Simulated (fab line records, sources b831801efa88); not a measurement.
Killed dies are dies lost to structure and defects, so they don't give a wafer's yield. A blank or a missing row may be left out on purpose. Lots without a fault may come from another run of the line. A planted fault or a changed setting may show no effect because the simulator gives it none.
Tool commonality check | flow sky130 | 12 lots, 36 wafers sampled

WHY IT WAS OPENED
At SKY_DNWELL_TW_MEAS_09 the reading DNWELL_TW is flagged on 1 of 12 lots. Wafers without a fault read 1121, standard deviation 11.
Rule: a lot is flagged when every wafer of it that has a number lies more than 4 standard deviations from that mean, or none has a number. The other lots count as sound.

lot  | measured    | on            | DNWELL_TW, wafer by wafer | flag
L345 | day 3 07:39 | film_metro-03 | 1113 1113 1107            |
L348 | day 4 00:09 | film_metro-02 | 1135 1138 1137            |
L352 | day 4 18:38 | film_metro-02 | 30 30 31                  | FLAGGED
L353 | day 4 22:25 | film_metro-03 | 1118 1123 1113            |
L354 | day 5 04:52 | film_metro-04 | 1110 1112 1110            |
L357 | day 5 23:56 | film_metro-02 | 1146 1138 1144            |
L358 | day 6 08:20 | film_metro-03 | 1115 1118 1110            |
L361 | day 6 21:49 | film_metro-03 | 1112 1120 1109            |
L363 | day 7 05:07 | film_metro-03 | 1119 1119 1119            |
L366 | day 7 23:55 | film_metro-03 | 1122 1108 1120            |
L367 | day 8 02:44 | film_metro-04 | 1115 1116 1110            |
L368 | day 8 07:31 | film_metro-04 | 1106 1110 1107            |
The numbers of the flagged lots are 30 on average: -1091 against the usual, or -99 or more standard deviations.

WHICH TOOL RAN EACH LOT
The record holds 1 process step before the reading, out of a route of 708 steps. In each cell: the tool, then ch and the chambers that the sampled wafers went through, then the start.
lot  | flag    | SKY_DNWELL_EXPOSE_04
L345 |         | iline_stepper-02 ch 0, day 3 00:26
L348 |         | iline_stepper-02 ch 0, day 3 15:45
L352 | FLAGGED | iline_stepper-02 ch 0, day 4 09:46
L353 |         | iline_stepper-01 ch 0, day 4 14:06
L354 |         | iline_stepper-02 ch 0, day 4 20:00
L357 |         | iline_stepper-01 ch 0, day 5 15:43
L358 |         | iline_stepper-01 ch 0, day 5 22:43
L361 |         | iline_stepper-02 ch 0, day 6 12:11
L363 |         | iline_stepper-01 ch 0, day 6 19:05
L366 |         | iline_stepper-02 ch 0, day 7 13:43
L367 |         | iline_stepper-02 ch 0, day 7 16:43
L368 |         | iline_stepper-02 ch 0, day 7 21:35
What these steps do:
- SKY_DNWELL_EXPOSE_04: exposes mask DNM, target cd 3000 nm.
- SKY_DNWELL_TW_MEAS_09

FLAGGED OVER TOTAL, TOOL BY TOOL (the gauges that took the reading come last)
step                  | tool             | lots run | flagged | share of the flagged lots | sound lots run after its first flagged lot
SKY_DNWELL_EXPOSE_04  | iline_stepper-01 | 4        | 0       | none                      | -
SKY_DNWELL_EXPOSE_04  | iline_stepper-02 | 8        | 1       | all                       | 5 (L354,L361,L366,L367,L368)
SKY_DNWELL_TW_MEAS_09 | film_metro-02    | 3        | 1       | all                       | 1 (L357)
SKY_DNWELL_TW_MEAS_09 | film_metro-03    | 6        | 0       | none                      | -
SKY_DNWELL_TW_MEAS_09 | film_metro-04    | 3        | 0       | none                      | -

WHAT THE TABLE ALLOWS
2 rows of the table ran every flagged lot: iline_stepper-02 at SKY_DNWELL_EXPOSE_04, film_metro-02 at SKY_DNWELL_TW_MEAS_09.
- iline_stepper-02 at SKY_DNWELL_EXPOSE_04: 1 of its 8 lots flagged. Sound lots ran on it after the first flagged one (L354, L361, L366, L367, L368), which a lasting fault on the whole tool wouldn't allow.
- film_metro-02 at SKY_DNWELL_TW_MEAS_09: 1 of its 3 lots flagged. Sound lots ran on it after the first flagged one (L357), which a lasting fault on the whole tool wouldn't allow.
No row of the table ran every flagged lot and no sound lot after the first.

WHAT THE SIMULATOR HAD PUT IN
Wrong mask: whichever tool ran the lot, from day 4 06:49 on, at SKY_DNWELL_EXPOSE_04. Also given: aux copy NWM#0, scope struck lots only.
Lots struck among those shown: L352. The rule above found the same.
